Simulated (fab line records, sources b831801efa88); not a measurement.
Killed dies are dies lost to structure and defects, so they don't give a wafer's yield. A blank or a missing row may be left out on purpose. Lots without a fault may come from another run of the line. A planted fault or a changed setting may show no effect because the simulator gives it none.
Which tool did it? | flow gf180mcu | 15 lots, 45 wafers sampled, at 1 step of a route of 602

WHAT THE GAUGES READ, wafer by wafer
GF_STI_THK_MEAS_24.
lot  | measured    | on            | STI_CVD_23_THK (nm)
L624 | day 3 06:26 | film_metro-03 | 641 650 658
L625 | day 3 10:11 | film_metro-03 | 647 655 653
L626 | day 3 15:37 | film_metro-01 | 643 638 641
L627 | day 3 20:41 | film_metro-03 | 653 653 642
L628 | day 4 01:24 | film_metro-01 | 647 653 657
L632 | day 4 22:42 | film_metro-03 | 653 648 652
L633 | day 5 03:58 | film_metro-01 | 665 651 653
L634 | day 5 09:08 | film_metro-01 | 662 651 644
L635 | day 5 14:20 | film_metro-02 | 644 649 655
L637 | day 5 23:49 | film_metro-02 | 661 653 650
L638 | day 6 05:27 | film_metro-02 | 641 647 641
L639 | day 6 10:40 | film_metro-03 | 654 670 660
L640 | day 6 14:58 | film_metro-02 | 650 649 645
L641 | day 6 20:52 | film_metro-01 | 650 660 650
L642 | day 7 01:52 | film_metro-03 | 649 638 645

WHICH TOOL RAN EACH LOT (tool, then ch and the chambers of the sampled wafers, then the start)
The record holds no process step before these readings.

WHAT THE TOOLS THEMSELVES READ (means of the sampled wafers that have a number; where no wafer has one, the mark that the record gives instead)
The record holds no such reading with a usual standard deviation.

THE ANSWER, worked out from the rows above alone
Rule: what is usual is taken from the lots themselves. Put in order of their means at a reading, lots are off if they are a third of the lots or fewer, leave a main group of 4 or more, and stand apart from it by a gap of 3 or more times the standard deviation of the main group's means; of several such gaps the widest counts. A main group whose means are all the same, to the digits that the tables above print for the reading, isn't used. A lot without any number at a reading at which 4 lots or more have one is off too. The other lots that the step has rows for count as sound. The gauges are gone through in route order, then the tools' own readings, and for those a lot's mean is taken as printed above. The first step at which some lot is off is used, and at that step the reading that is off furthest; a lot without a number counts as furthest.
No lot is off at any reading shown: from this, nothing can be told.

WHAT THE SIMULATOR HAD PUT IN
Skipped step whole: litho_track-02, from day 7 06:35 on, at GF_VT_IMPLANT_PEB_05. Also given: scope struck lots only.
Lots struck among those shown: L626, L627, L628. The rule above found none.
